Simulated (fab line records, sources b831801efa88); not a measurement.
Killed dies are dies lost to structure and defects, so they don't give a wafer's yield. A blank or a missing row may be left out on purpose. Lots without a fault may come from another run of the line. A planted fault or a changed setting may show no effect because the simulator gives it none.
Which tool did it? | flow gf180mcu | 13 lots, 39 wafers sampled, at 2 steps of a route of 602

WHAT THE GAUGES READ, wafer by wafer
GF_VT_IMPLANT_OVL_MEAS_18. Usual: VT_IMPLANT_01_OVL 0.1 nm, standard deviation 1.2.
lot  | measured     | on         | VT_IMPLANT_01_OVL (nm) | flag
L722 | day 6 07:05  | overlay-02 | 0.1 -1.2 0.3           |
L724 | day 6 16:22  | overlay-01 | 0.8 -0.5 1.5           |
L726 | day 7 07:10  | overlay-02 | -0.6 -0.2 0.2          |
L727 | day 7 15:22  | overlay-02 | 1.0 3.0 1.4            |
L729 | day 8 01:43  | overlay-01 | 1.4 1.2 -2.1           |
L737 | day 10 06:13 | overlay-01 | -0.7 -1.7 -0.1         |
L739 | day 10 20:01 | overlay-01 | -0.2 1.1 1.8           |
L740 | day 11 02:55 | overlay-02 | 0.6 0.2 0.2            |
L741 | day 11 07:55 | overlay-02 | -0.1 -1.1 -1.4         |
L742 | day 11 14:29 | overlay-01 | 1.0 -1.1 1.7           |
L743 | day 11 20:21 | overlay-02 | 1.2 -0.8 -0.1          |
L744 | day 12 04:07 | overlay-02 | 1.2 0.3 -1.4           |
L745 | day 12 12:05 | overlay-02 | -2.0 -3.7 0.0          |

GF_POLY_GATE_CD_MEAS_18. Usual: cd_nm 279.8 nm, standard deviation 2.3.
lot  | measured     | on        | cd_nm (nm)        | flag
L722 | day 9 07:08  | cd_sem-01 | 279.0 278.3 279.6 |
L724 | day 9 18:14  | cd_sem-02 | 278.8 278.8 281.0 |
L726 | day 10 12:00 | cd_sem-01 | 280.9 280.8 280.9 |
L727 | day 10 19:19 | cd_sem-01 | 282.4 277.8 280.4 |
L729 | day 11 09:34 | cd_sem-01 | 276.6 278.1 279.6 |
L737 | day 13 23:13 | cd_sem-02 | 279.7 277.3 280.3 |
L739 | day 14 12:08 | cd_sem-01 | 280.9 278.4 277.8 |
L740 | day 14 17:44 | cd_sem-01 | 284.6 281.0 284.2 |
L741 | day 15 04:37 | cd_sem-01 | 281.4 283.0 281.9 |
L742 | day 15 10:21 | cd_sem-02 | 282.3 278.0 281.2 |
L743 | day 15 13:34 | cd_sem-02 | 280.7 283.4 277.9 |
L744 | day 16 01:32 | cd_sem-02 | 277.6 284.8 281.4 |
L745 | day 16 09:57 | cd_sem-02 | 281.5 280.2 280.5 |

WHICH TOOL RAN EACH LOT (tool, then ch and the chambers of the sampled wafers, then the start)
The record holds no process step before these readings.

WHAT THE TOOLS THEMSELVES READ (means of the sampled wafers that have a number; where no wafer has one, the mark that the record gives instead)
The record holds no such reading with a usual standard deviation.

THE ANSWER, worked out from the rows above alone
Rule: a lot is off if the mean of its wafers that have a number lies more than 3 standard deviations from the usual mean. A lot without any number at a reading at which 4 lots or more have one is off too. The other lots that the step has rows for count as sound. The gauges are gone through in route order, then the tools' own readings, and for those a lot's mean is taken as printed above. The first step at which some lot is off is used, and at that step the reading that is off furthest; a lot without a number counts as furthest.
No lot is off at any reading shown: from this, nothing can be told.

WHAT THE SIMULATOR HAD PUT IN
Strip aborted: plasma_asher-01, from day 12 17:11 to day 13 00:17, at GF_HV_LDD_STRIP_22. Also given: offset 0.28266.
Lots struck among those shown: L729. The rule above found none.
